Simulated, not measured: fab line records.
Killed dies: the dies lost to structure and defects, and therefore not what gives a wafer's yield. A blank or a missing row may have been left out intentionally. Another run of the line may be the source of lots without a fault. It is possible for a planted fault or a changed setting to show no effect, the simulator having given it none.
fab line records    flow sky130
[record] lots = 7  wafers = 21  lastDay = 49
route steps=708 shown LI_CONTACT@369 PAD_OPEN@708
lots that met no fault: taken from a fault-free run of the same line
startH: hours from the record's opening day to when the first of the lot's shown wafers began    waitH: hours since the lot's step before    " identical to the entry in the row above    L1.1+2: several wafers, shown together as one row    - either no value or no given start    * or withheld: withheld    < > ~ a bound
route shown NAME@n: a module of which the file shows steps, and the number in the route of the first    usual: average and standard deviation across the fault-free wafers    same: alike in all rows    chamber/n: place in a boat    sites: each site's reading    _std_site: the values' standard deviation    _edge_site: mean of outer sites minus mean of inner sites    radiusMm: how far each site lies from the wafer's centre    mask NAME#n: copy n    behind: the tool/chamber that last shaped the wafer    hold: cause of the lot's hold/its duration in hours/its outcome    device: which transistor (n, p or np) failed to switch    end of line: the same wafers' tests at the end of the route    a step with no rows: only its recipe    killed: dies that structure and defects cost at the first sort, which is not the same as the wafer's yield    map: dies across one wafer; x = killed, . = not, _ = none there
set.NAME: the setting that was run; set.NAME@STEP: the one run at that earlier step    model.NAME: the simulator's own value behind a step, which no gauge read
lots at selected steps of the route; one table per step, one row per wafer
services: when a tool's chamber went out of use (startH, in hours from the record's first day, below 0 if earlier), for how many hours, and the reason
[[steps]]
[step SKY_LI_CONTACT_COAT_07]
[recipe] resist = KrF-thick  spinRpm = 3000  resistThkNm = 450
[step SKY_LI_CONTACT_SOFTBAKE_08]
[recipe] tempC = 100  timeS = 90  resist = KrF-thick
[step SKY_LI_CONTACT_EXPOSE_09]
[recipe] maskId = LICM1  na = 0.8  sourceShape = annular  sigmaInner = 0.55  sigmaOuter = 0.85  targetCdNm = 170  doseMj = 38
[step SKY_LI_CONTACT_PEB_10]
[recipe] pebTempC = withheld  pebTimeS = withheld  resist = KrF-thick
[step SKY_LI_CONTACT_DEVELOP_11]
[recipe] developTimeS = 60  resist = KrF-thick  devTempC = 21
[step SKY_LI_CONTACT_CD_MEAS_12]
[recipe] targetCdNm = 170
[usual] cdNm = 170.3/1.6
lot.wafer  tool      chamber  startH  waitH  cdNm
L787.1     cdSem-02  -        741.86  -      169.0
L787.2     "         -        "       "      170.3
L787.3     "         -        "       "      167.8
L790.2     cdSem-02  -        752.98  -      171.3
L790.3     "         -        "       "      170.4
L790.4     "         -        "       "      171.1
L789.1     cdSem-01  -        754.22  -      170.5
L789.3     "         -        "       "      170.2
L789.6     "         -        "       "      170.0
L792.1     cdSem-01  -        769.56  -      169.6
L792.4     "         -        "       "      168.9
L792.5     "         -        "       "      170.7
L793.2     cdSem-01  -        796.38  -      169.6
L793.4     "         -        "       "      169.1
L793.6     "         -        "       "      170.2
L795.2     cdSem-02  -        805.33  -      168.3
L795.4     "         -        "       "      169.0
L795.6     "         -        "       "      168.6
L799.1     cdSem-02  -        820.47  -      169.4
L799.5     "         -        "       "      168.8
L799.6     "         -        "       "      168.1
[step SKY_LI_CONTACT_OVL_MEAS_13]
[usual] LI_CONTACT_OVL = -1/4.9
lot.wafer  tool        chamber  startH  waitH  LI_CONTACT_OVL[nm]
L787.1     overlay-02  -        741.98  0.1    -3
L787.2     "           -        "       "      3
L787.3     "           -        "       "      -1
L790.2     overlay-02  -        753.09  0.1    -5
L790.3     "           -        "       "      -2
L790.4     "           -        "       "      -8
L789.1     overlay-02  -        754.34  0.1    -1
L789.3     "           -        "       "      -4
L789.6     "           -        "       "      -3
L792.1     overlay-02  -        769.68  0.1    1
L792.4     "           -        "       "      -1
L792.5     "           -        "       "      1
L793.2     overlay-02  -        796.48  0.1    -2
L793.4     "           -        "       "      -7
L793.6     "           -        "       "      -3
L795.2     overlay-02  -        805.43  0.1    -4
L795.4     "           -        "       "      -1
L795.6     "           -        "       "      -5
L799.1     overlay-01  -        820.59  0.1    -5
L799.5     "           -        "       "      1
L799.6     "           -        "       "      -4
[step SKY_LI_CONTACT_ETCH_14]
[recipe] chemistry = N2/H2  target = BARC  ionEnergyEv = 200  sourceW = 500  biasW = 100  pressureMtorr = 30  n2FlowSccm = 100  h2FlowSccm = 200  stopOn = SiO2  timeS = 45.9  targetDepthA = 600
[usual] drypumpMotorCurrentA = 5.7/0.39  oesProductAu = 0.854/0.005  rfFwdPowerW = 494.6/2.1  throttleValvePct = 13.225/0.0098
lot.wafer  tool        chamber  startH  waitH  drypumpMotorCurrentA  oesProductAu  rfFwdPowerW  rfHoursCounterH  throttleValvePct
L787.1     rieDiel-01  2        742.02  0.0    5.8                   0.854         491.5        7                13.229
L787.2     "           0        "       "      5.1                   0.847         491.4        10               13.248
L787.3     "           1        "       "      5.4                   0.844         494.5        14               13.217
L790.2     rieDiel-04  2        753.12  0.0    6.7                   0.856         494.9        37               13.211
L790.3     "           3        "       "      5.8                   0.850         496.9        9                13.215
L790.4     "           1        "       "      5.6                   0.854         491.3        2                13.209
L789.1     rieDiel-01  1        754.38  0.0    5.4                   0.841         494.1        14               13.223
L789.3     "           2        "       "      5.8                   0.857         494.1        7                13.223
L789.6     "           0        "       "      5.2                   0.858         492.1        -                13.223
L792.1     rieDiel-03  0        769.72  0.0    5.3                   0.840         495.6        14               13.212
L792.4     "           1        "       "      6.0                   0.858         495.5        7                13.223
L792.5     "           0        "       "      5.3                   0.848         497.1        -                13.221
L793.2     rieDiel-04  1        796.51  0.0    5.6                   0.851         489.4        3                13.219
L793.4     "           0        "       "      5.7                   0.852         495.4        -                13.233
L793.6     "           1        "       "      5.6                   0.856         489.6        -                13.218
L795.2     rieDiel-01  2        805.46  0.0    5.8                   0.859         493.9        8                13.216
L795.4     "           3        "       "      5.6                   0.855         492.0        29               13.235
L795.6     "           3        "       "      5.6                   0.858         493.5        -                13.230
L799.1     rieDiel-04  1        820.63  0.0    5.6                   0.847         489.4        4                13.241
L799.5     "           1        "       "      5.6                   0.851         489.0        -                13.236
L799.6     "           3        "       "      5.8                   0.849         494.6        -                13.222
[step SKY_LI_CONTACT_ETCH_15]
[recipe] target = PSG  chemistry = C4F8/O2/Ar  stopOn = Si  taperDeg = 4.15  maskMaterial = KrF-thick  sourceW = 1500  biasW = 1200  pressureMtorr = 40  c4f8FlowSccm = withheld  O2_flow_sccm = 6  Ar_flow_sccm = 300  timeS = withheld  targetDepthA = 6000
[usual] oesProductAu = 0.837/0.0045  rfFwdPowerW = 1492/5.4
lot.wafer  tool        chamber  startH  waitH  oesProductAu  rfFwdPowerW
L787.1     rieDiel-01  2        742.06  0.0    0.835         1487
L787.2     "           0        "       "      0.840         1491
L787.3     "           1        "       "      0.841         1493
L790.2     rieDiel-04  2        753.16  0.0    0.838         1498
L790.3     "           3        "       "      0.830         1497
L790.4     "           1        "       "      0.839         1489
L789.1     rieDiel-01  1        754.42  0.0    0.845         1492
L789.3     "           2        "       "      0.837         1495
L789.6     "           0        "       "      0.845         1489
L792.1     rieDiel-03  0        769.76  0.0    0.833         1499
L792.4     "           1        "       "      0.836         1493
L792.5     "           0        "       "      0.831         1497
L793.2     rieDiel-04  1        796.55  0.0    0.842         1489
L793.4     "           0        "       "      0.842         1487
L793.6     "           1        "       "      0.840         1492
L795.2     rieDiel-01  2        805.50  0.0    0.839         1493
L795.4     "           3        "       "      0.834         1493
L795.6     "           3        "       "      0.837         1489
L799.1     rieDiel-04  1        820.67  0.0    0.827         1491
L799.5     "           1        "       "      0.843         1486
L799.6     "           3        "       "      0.837         1485
[step SKY_LI_CONTACT_STRIP_16]
[recipe] chemistry = O2/N2  powerW = 1400  pressureMtorr = 1500  platenTempC = withheld  o2FlowSccm = 3000  n2FlowSccm = 300  overashFraction = 0.5
[usual] drypumpMotorCurrentA = 5.8/0.74  oesProductAu = 0.376/0.0052  stripTimeToEndpointS = 3.52/0.032
lot.wafer  tool            chamber  startH  waitH  drypumpMotorCurrentA  oesProductAu  rfHoursCounterH  stripTimeToEndpointS
L787.1     plasmaAsher-01  0        742.14  -      4.7                   0.377         61               3.54
L787.2     "               1        "       "      6.3                   0.374         61               3.49
L787.3     "               0        "       "      4.7                   0.371         -                3.49
L790.2     plasmaAsher-03  0        753.24  -      4.9                   0.373         1                3.50
L790.3     "               0        "       "      4.9                   0.376         -                3.54
L790.4     "               1        "       "      6.0                   0.382         -                3.51
L789.1     plasmaAsher-04  0        754.50  -      6.6                   0.371         94               3.49
L789.3     "               0        "       "      6.6                   0.382         -                3.53
L789.6     "               0        "       "      6.6                   0.373         -                3.49
L792.1     plasmaAsher-01  0        769.84  -      4.7                   0.379         64               3.46
L792.4     "               0        "       "      4.8                   0.372         -                3.47
L792.5     "               0        "       "      4.7                   0.367         -                3.42
L793.2     plasmaAsher-01  0        796.64  -      4.7                   0.380         66               3.52
L793.4     "               1        "       "      6.3                   0.376         -                3.51
L793.6     "               0        "       "      4.7                   0.382         -                3.52
L795.2     plasmaAsher-01  1        805.59  -      6.2                   0.381         67               3.53
L795.4     "               0        "       "      4.7                   0.381         -                3.52
L795.6     "               0        "       "      4.7                   0.377         -                3.51
L799.1     plasmaAsher-01  1        820.75  -      6.3                   0.385         69               3.55
L799.5     "               0        "       "      4.7                   0.381         -                3.55
L799.6     "               1        "       "      6.3                   0.381         -                3.58
[step SKY_LI_CONTACT_CLEAN_17]
[recipe] chemistry = NMP  timeS = 600  tempC = 60  dry = n2Spin
[step SKY_LI_CONTACT_PRE_CLEAN_18]
[recipe] gas = Ar  timeS = 5.6  biasV = 358
[step SKY_LI_CONTACT_SPUTTER_19]
[recipe] material = Ti  targetThkNm = 20  chamberPressurePa = 5  powerW = 2500  substrateTempC = 200  timeS = 106.37
[usual] cathodeDcPowerW = 2500.0/0.45  chamberPressurePa = 5.000/0.0099  throttleValvePct = 29.7/0.8
lot.wafer  tool           chamber  startH  waitH  cathodeDcPowerW  chamberPressurePa  throttleValvePct
L787.1     pvdSputter-04  -        742.44  0.0    -                -                  -
L787.2     "              -        "       "      -                -                  -
L787.3     "              -        "       "      -                -                  -
L790.2     pvdSputter-03  -        753.54  0.0    -                -                  -
L790.3     "              -        "       "      -                -                  -
L790.4     "              -        "       "      -                -                  -
L789.1     pvdSputter-03  -        754.80  0.0    -                -                  -
L789.3     "              -        "       "      -                -                  -
L789.6     "              -        "       "      -                -                  -
L792.1     pvdSputter-04  -        770.15  0.0    2500.1           4.988              30.1
L792.4     "              -        "       "      2500.2           4.995              29.6
L792.5     "              -        "       "      2499.5           4.981              29.4
L793.2     pvdSputter-01  -        796.95  0.0    2500.5           4.992              30.4
L793.4     "              -        "       "      2499.8           5.000              28.9
L793.6     "              -        "       "      2500.0           5.006              30.3
L795.2     pvdSputter-03  -        805.88  0.0    2499.8           5.004              31.3
L795.4     "              -        "       "      2500.3           5.021              30.6
L795.6     "              -        "       "      2499.4           5.008              31.0
L799.1     pvdSputter-04  -        821.05  0.0    2500.0           5.007              30.1
L799.5     "              -        "       "      2499.9           5.002              30.0
L799.6     "              -        "       "      2500.1           4.989              30.5
[step SKY_LI_CONTACT_SPUTTER_20]
[recipe] material = TiN  targetThkNm = 20  chamberPressurePa = 5  powerW = 4000  timeS = 80
[usual] cathodeDcPowerW = 4000.1/0.73  chamberPressurePa = 5.000/0.0099  throttleValvePct = 29.7/0.79
lot.wafer  tool           chamber  startH  waitH  cathodeDcPowerW  chamberPressurePa  throttleValvePct
L787.1     pvdSputter-04  -        742.51  0.0    3999.3           5.003              30.1
L787.2     "              -        "       "      4001.0           5.007              29.5
L787.3     "              -        "       "      3999.4           5.003              30.4
L790.2     pvdSputter-03  -        753.61  0.0    3999.1           5.005              28.7
L790.3     "              -        "       "      3999.0           4.983              31.1
L790.4     "              -        "       "      4000.3           4.996              30.6
L789.1     pvdSputter-03  -        754.87  0.0    4000.1           4.990              28.7
L789.3     "              -        "       "      4000.2           5.009              30.7
L789.6     "              -        "       "      3999.3           5.010              30.7
L792.1     pvdSputter-04  -        770.23  0.0    4000.8           5.003              30.1
L792.4     "              -        "       "      3999.4           5.007              29.9
L792.5     "              -        "       "      3999.9           5.008              29.6
L793.2     pvdSputter-01  -        797.03  0.0    3999.1           4.990              30.4
L793.4     "              -        "       "      3999.1           4.981              29.0
L793.6     "              -        "       "      4000.8           4.994              30.2
L795.2     pvdSputter-03  -        805.96  0.0    4001.6           4.992              31.0
L795.4     "              -        "       "      3999.7           4.986              30.6
L795.6     "              -        "       "      3999.4           4.990              31.0
L799.1     pvdSputter-04  -        821.13  0.0    3999.2           4.999              30.0
L799.5     "              -        "       "      3999.2           5.001              30.0
L799.6     "              -        "       "      3999.4           4.973              30.5
[step SKY_LI_CONTACT_CVD_21]
[recipe] material = W  targetThkNm = 400  timeS = 120.56  tempC = 400  pressureTorr = 40
[usual] heaterPowerW = 829/100
lot.wafer  tool     chamber  startH  waitH  heaterPowerW
L787.1     cvdW-01  0        742.58  0.0    920
L787.2     "        1        "       "      757
L787.3     "        0        "       "      893
L790.2     cvdW-01  1        753.68  0.0    779
L790.3     "        0        "       "      913
L790.4     "        1        "       "      760
L789.1     cvdW-01  1        754.94  0.0    747
L789.3     "        0        "       "      880
L789.6     "        1        "       "      751
L792.1     cvdW-02  0        770.29  0.0    712
L792.4     "        1        "       "      942
L792.5     "        1        "       "      961
L793.2     cvdW-01  1        797.09  0.0    763
L793.4     "        0        "       "      896
L793.6     "        1        "       "      738
L795.2     cvdW-02  0        806.02  0.0    728
L795.4     "        0        "       "      705
L795.6     "        1        "       "      948
L799.1     cvdW-01  1        821.19  0.0    742
L799.5     "        0        "       "      888
L799.6     "        1        "       "      730
[step SKY_PAD_OPEN_PROBE_99]
[usual] killed_at_M0_to_M3 = 43/6.7  killed_at_M4_up = 3.2/1.9  killedAtContacts = 24/5.9  killedAtFrontEnd = 15/4.1  killedAtOther = 0.3/0.56  killedDies = 86/9.5  killedOnRim = 17/3.7  killedOpen = 47/7.4  killedShort = 39/5.5
[same] grossDies = 492  killedAtBackSide = 0
lot.wafer  tool       chamber  startH   waitH  hold                    killed_at_M0_to_M3  killed_at_M4_up  killedAtContacts  killedAtFrontEnd  killedAtOther  killedDies  killedOnRim  killedOpen  killedShort
L787.1     prober-01  -        1124.79  0.1    awaitDispo/6.7h/scrap   40                  2                427               22                1              492         96           50          35
L787.2     prober-01  -        1124.84  0.1    awaitDispo/6.7h/scrap   37                  2                442               11                0              492         96           35          35
L787.3     prober-01  -        1124.89  0.2    awaitDispo/6.7h/scrap   41                  1                429               20                1              492         96           48          45
L790.2     prober-02  -        1131.56  0.1    awaitDispo/10.2h/scrap  51                  4                418               19                0              492         96           54          46
L790.3     prober-02  -        1131.61  0.2    awaitDispo/10.2h/scrap  51                  1                431               9                 0              492         96           46          38
L790.4     prober-02  -        1131.66  0.2    awaitDispo/10.2h/scrap  48                  2                432               10                0              492         96           42          44
L789.1     prober-01  -        1131.63  0.1    awaitDispo/2.1h/scrap   48                  4                429               11                0              492         96           40          35
L789.3     prober-01  -        1131.73  0.2    awaitDispo/2.1h/scrap   47                  6                419               19                1              492         96           51          44
L789.6     prober-01  -        1131.88  0.2    awaitDispo/2.1h/scrap   32                  3                439               18                0              492         96           42          33
L792.1     prober-01  -        1143.88  0.1    -                       39                  4                19                11                0              73          11           36          37
L792.4     prober-01  -        1144.03  0.2    -                       36                  1                34                12                0              83          10           40          43
L792.5     prober-01  -        1144.08  0.2    -                       45                  5                22                11                0              83          24           47          36
L793.2     prober-02  -        1160.94  0.1    -                       40                  2                17                13                0              72          12           38          34
L793.4     prober-02  -        1161.04  0.2    -                       45                  4                27                20                0              96          18           46          50
L793.6     prober-02  -        1161.14  0.2    -                       67                  4                28                14                0              113         19           59          54
L795.2     prober-02  -        1166.64  0.1    -                       43                  3                36                25                0              107         16           60          47
L795.4     prober-02  -        1166.74  0.2    -                       42                  4                30                20                0              96          13           52          44
L795.6     prober-02  -        1166.84  0.2    -                       49                  0                28                16                0              93          25           46          47
L799.1     prober-02  -        1179.83  0.1    -                       41                  5                21                21                0              88          16           53          35
L799.5     prober-02  -        1180.03  0.2    -                       47                  3                22                13                1              86          17           43          43
L799.6     prober-02  -        1180.08  0.2    -                       49                  2                20                13                1              85          15           45          40
// killed by level:class
L787.1 LI_CONTACT:areaSputter=407 VIA1:geometricParticle:open=13 CONTACT:geometricParticle:open=8 VIA1:geometricParticle:short=8 POLY_GATE:geometricParticle:short=6 LI_CONTACT:geometricParticle:open=6 FIELD_ISO:geometricParticle:open=5 FIELD_ISO:geometricParticle:short=5
L787.2 LI_CONTACT:areaSputter=422 CONTACT:geometricParticle:open=9 VIA1:geometricParticle:open=9 VIA3:geometricParticle:open=7 VIA1:geometricParticle:short=5 CONTACT:geometricParticle:short=5 METAL1:geometricParticle:short=4 FIELD_ISO:geometricParticle:short=3
L787.3 LI_CONTACT:areaSputter=399 LI_CONTACT:geometricParticle:open=12 CONTACT:geometricParticle:open=7 VIA1:geometricParticle:open=7 FIELD_ISO:geometricParticle:short=6 FIELD_ISO:geometricParticle:open=6 METAL2:geometricParticle:short=6 VIA3:geometricParticle:open=5
L790.2 LI_CONTACT:areaSputter=392 VIA3:geometricParticle:open=12 CONTACT:geometricParticle:open=11 METAL2:geometricParticle:short=8 METAL1:geometricParticle:short=7 FIELD_ISO:geometricParticle:short=7 VIA2:geometricParticle:open=7 VIA1:geometricParticle:open=6
L790.3 LI_CONTACT:areaSputter=408 VIA1:geometricParticle:open=11 VIA2:geometricParticle:open=8 CONTACT:geometricParticle:open=7 VIA3:geometricParticle:open=7 METAL2:geometricParticle:short=6 LOCAL_INTERCONNECT:geometricParticle:short=5 CONTACT:geometricParticle:short=4
L789.1 LI_CONTACT:areaSputter=417 VIA1:geometricParticle:open=10 METAL1:geometricParticle:short=8 VIA2:geometricParticle:open=7 METAL2:geometricParticle:short=5 VIA3:geometricParticle:open=5 POLY_GATE:geometricParticle:open=4 LI_CONTACT:geometricParticle:open=4
L790.4 LI_CONTACT:areaSputter=406 VIA3:geometricParticle:open=10 VIA1:geometricParticle:open=10 CONTACT:geometricParticle:short=7 CONTACT:geometricParticle:open=7 VIA3:geometricParticle:short=6 LI_CONTACT:geometricParticle:open=5 VIA2:geometricParticle:short=5
L789.3 LI_CONTACT:areaSputter=397 VIA2:geometricParticle:open=11 CONTACT:geometricParticle:open=8 FIELD_ISO:geometricParticle:open=7 VIA1:geometricParticle:open=7 METAL1:geometricParticle:short=6 VIA3:geometricParticle:open=6 METAL4:geometricParticle:short=6
L789.6 LI_CONTACT:areaSputter=417 VIA1:geometricParticle:open=9 CONTACT:geometricParticle:open=8 FIELD_ISO:geometricParticle:open=7 LI_CONTACT:geometricParticle:open=5 CONTACT:geometricParticle:short=5 VIA1:geometricParticle:short=4 VIA2:geometricParticle:open=4
L792.1 CONTACT:geometricParticle:open=8 METAL2:geometricParticle:short=7 VIA3:geometricParticle:open=7 METAL1:geometricParticle:short=6 LOCAL_INTERCONNECT:geometricParticle:short=5 VIA2:geometricParticle:open=5 FIELD_ISO:geometricParticle:open=4 VIA3:geometricParticle:short=4
L792.4 CONTACT:geometricParticle:open=10 CONTACT:geometricParticle:short=9 FIELD_ISO:geometricParticle:open=6 LOCAL_INTERCONNECT:geometricParticle:short=6 METAL2:geometricParticle:short=6 VIA2:geometricParticle:open=6 LI_CONTACT:geometricParticle:short=5 VIA1:geometricParticle:short=4
L792.5 CONTACT:geometricParticle:open=10 VIA2:geometricParticle:open=9 LI_CONTACT:geometricParticle:open=7 VIA3:geometricParticle:open=7 VIA1:geometricParticle:open=7 METAL2:geometricParticle:short=7 LOCAL_INTERCONNECT:geometricParticle:short=4 METAL4:geometricParticle:short=4
L793.2 METAL1:geometricParticle:short=9 VIA1:geometricParticle:open=8 VIA2:geometricParticle:open=7 LI_CONTACT:geometricParticle:open=6 METAL2:geometricParticle:short=6 CONTACT:geometricParticle:open=5 VIA1:geometricParticle:short=4 FIELD_ISO:geometricParticle:open=3
L793.4 CONTACT:geometricParticle:open=12 METAL1:geometricParticle:short=8 VIA1:geometricParticle:open=8 FIELD_ISO:geometricParticle:open=7 LOCAL_INTERCONNECT:geometricParticle:short=7 FIELD_ISO:geometricParticle:short=6 VIA3:geometricParticle:open=6 VIA1:geometricParticle:short=4
L793.6 VIA1:geometricParticle:open=21 CONTACT:geometricParticle:open=12 METAL2:geometricParticle:short=7 METAL3:geometricParticle:short=7 VIA2:geometricParticle:open=7 POLY_GATE:geometricParticle:open=6 METAL1:geometricParticle:short=6 VIA1:geometricParticle:short=6
L795.2 CONTACT:geometricParticle:open=14 LI_CONTACT:geometricParticle:open=10 VIA1:geometricParticle:open=8 VIA3:geometricParticle:open=7 POLY_GATE:geometricParticle:short=7 VIA1:geometricParticle:short=6 POLY_GATE:geometricParticle:open=6 CONTACT:geometricParticle:short=6
L795.4 VIA1:geometricParticle:open=14 CONTACT:geometricParticle:open=11 VIA1:geometricParticle:short=8 CONTACT:geometricParticle:short=7 METAL1:geometricParticle:short=6 LI_CONTACT:geometricParticle:open=5 FIELD_ISO:geometricParticle:open=4 POLY_GATE:geometricParticle:open=4
L795.6 LI_CONTACT:geometricParticle:open=9 VIA1:geometricParticle:open=9 CONTACT:geometricParticle:open=8 VIA1:geometricParticle:short=7 METAL2:geometricParticle:short=6 VIA3:geometricParticle:open=6 POLY_GATE:geometricParticle:short=5 VIA2:geometricParticle:short=5
L799.1 VIA1:geometricParticle:open=11 VIA3:geometricParticle:open=10 CONTACT:geometricParticle:open=7 LI_CONTACT:geometricParticle:open=7 METAL2:geometricParticle:short=7 SPACER:geometricParticle:open=5 CONTACT:geometricParticle:short=5 FIELD_ISO:geometricParticle:short=4
L799.5 VIA1:geometricParticle:open=10 METAL1:geometricParticle:short=8 CONTACT:geometricParticle:open=8 LI_CONTACT:geometricParticle:open=6 FIELD_ISO:geometricParticle:open=4 METAL2:geometricParticle:short=4 METAL1:geometricParticle:open=4 VIA1:geometricParticle:short=4
L799.6 VIA1:geometricParticle:open=14 LI_CONTACT:geometricParticle:open=8 VIA1:geometricParticle:short=6 METAL3:geometricParticle:short=5 LOCAL_INTERCONNECT:geometricParticle:short=5 CONTACT:geometricParticle:open=5 METAL2:geometricParticle:short=5 VIA3:geometricParticle:open=5
// map L787.1 (x killed, . not)
__________xxxxxxxxxx_________
________xxxxxxxxxxxxxx_______
______xxxxxxxxxxxxxxxxxx_____
_____xxxxxxxxxxxxxxxxxxxx____
____xxxxxxxxxxxxxxxxxxxxxx___
___xxxxxxxxxxxxxxxxxxxxxxxx__
__xxxxxxxxxxxxxxxxxxxxxxxxxx_
_xxxxxxxxxxxxxxxxxxxxxxxxxxxx
_xxxxxxxxxxxxxxxxxxxxxxxxxxxx
_xxxxxxxxxxxxxxxxxxxxxxxxxxxx
_xxxxxxxxxxxxxxxxxxxxxxxxxxxx
_xxxxxxxxxxxxxxxxxxxxxxxxxxxx
_xxxxxxxxxxxxxxxxxxxxxxxxxxxx
_xxxxxxxxxxxxxxxxxxxxxxxxxxxx
_xxxxxxxxxxxxxxxxxxxxxxxxxxxx
__xxxxxxxxxxxxxxxxxxxxxxxxxx_
___xxxxxxxxxxxxxxxxxxxxxxxx__
____xxxxxxxxxxxxxxxxxxxxxx___
_____xxxxxxxxxxxxxxxxxxxx____
______xxxxxxxxxxxxxxxxxx_____
________xxxxxxxxxxxxxx_______
__________xxxxxxxxxx_________
// map L789.1 (x killed, . not)
__________xxxxxxxxxx_________
________xxxxxxxxxxxxxx_______
______xxxxxxxxxxxxxxxxxx_____
_____xxxxxxxxxxxxxxxxxxxx____
____xxxxxxxxxxxxxxxxxxxxxx___
___xxxxxxxxxxxxxxxxxxxxxxxx__
__xxxxxxxxxxxxxxxxxxxxxxxxxx_
_xxxxxxxxxxxxxxxxxxxxxxxxxxxx
_xxxxxxxxxxxxxxxxxxxxxxxxxxxx
_xxxxxxxxxxxxxxxxxxxxxxxxxxxx
_xxxxxxxxxxxxxxxxxxxxxxxxxxxx
_xxxxxxxxxxxxxxxxxxxxxxxxxxxx
_xxxxxxxxxxxxxxxxxxxxxxxxxxxx
_xxxxxxxxxxxxxxxxxxxxxxxxxxxx
_xxxxxxxxxxxxxxxxxxxxxxxxxxxx
__xxxxxxxxxxxxxxxxxxxxxxxxxx_
___xxxxxxxxxxxxxxxxxxxxxxxx__
____xxxxxxxxxxxxxxxxxxxxxx___
_____xxxxxxxxxxxxxxxxxxxx____
______xxxxxxxxxxxxxxxxxx_____
________xxxxxxxxxxxxxx_______
__________xxxxxxxxxx_________
[[services]]
tool            chamber  startH  hours  kind
pvdSputter-04   -        720.41  9.6    repair
cvdW-02         -        720.67  2.9    repair
cvdW-01         1        728.82  4.6    repair
cvdW-01         -        729.35  1.2    repair
plasmaAsher-03  -        733.75  9.0    pm
plasmaAsher-03  0        733.75  9.0    ventCycle
plasmaAsher-03  1        733.75  9.0    ventCycle
plasmaAsher-03  0        742.75  -      clean
plasmaAsher-03  1        742.75  -      clean
rieDiel-01      -        742.96  0.5    repair
pvdSputter-04   -        750.42  3.3    repair
cvdW-02         -        771.61  6.0    pm
pvdSputter-01   -        787.98  2.9    repair
rieDiel-04      2        792.12  -      clean
rieDiel-04      2        792.12  20.8   scheduledDown
rieDiel-04      2        792.12  20.8   ventCycle
plasmaAsher-03  -        805.87  1.7    repair
rieDiel-04      0        817.50  3.2    repair
[[key]]
[firstSign] step = SKY_LI_CONTACT_SPUTTER_19  reading = toolRecord  direction = missing
[effect] step = SKY_PAD_OPEN_PROBE_99  reading = killedAtContacts  direction = up  sigmas = 69  usual = 24  struck = 430
[moreKillsBornAt] SKY_LI_CONTACT_SPUTTER_19@pvdSputter-03 = 2437  SKY_LI_CONTACT_SPUTTER_19@pvdSputter-04 = 1228
metAt SKY_LI_CONTACT_SPUTTER_19
struckWafers L787.1,L787.2,L787.3,L789.1,L789.3,L789.6,L790.2,L790.3,L790.4
laterRowsLeftOut L787.1,L787.2,L787.3,L789.1,L789.3,L789.6,L790.2,L790.3,L790.4
testerLeftOut L787,L789,L790
[fault] kind = skippedStepWhole  tool = pvdSputter-03,pvdSputter-04  chamber = -  onsetH = 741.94  steps = SKY_LI_CONTACT_SPUTTER_19  scope = struckLotsOnly
// testerLeftOut: of these lots the tester's yield and bins aren't shown, on N5 and GAA mostly nor the transistor test; their killed dies are dies lost to structure and defects alone, not to doping, threshold or leakage, so they don't give the yield
// laterRowsLeftOut: the simulator's readings of these wafers behind a module that went badly wrong aren't trusted and aren't shown, but for the sort
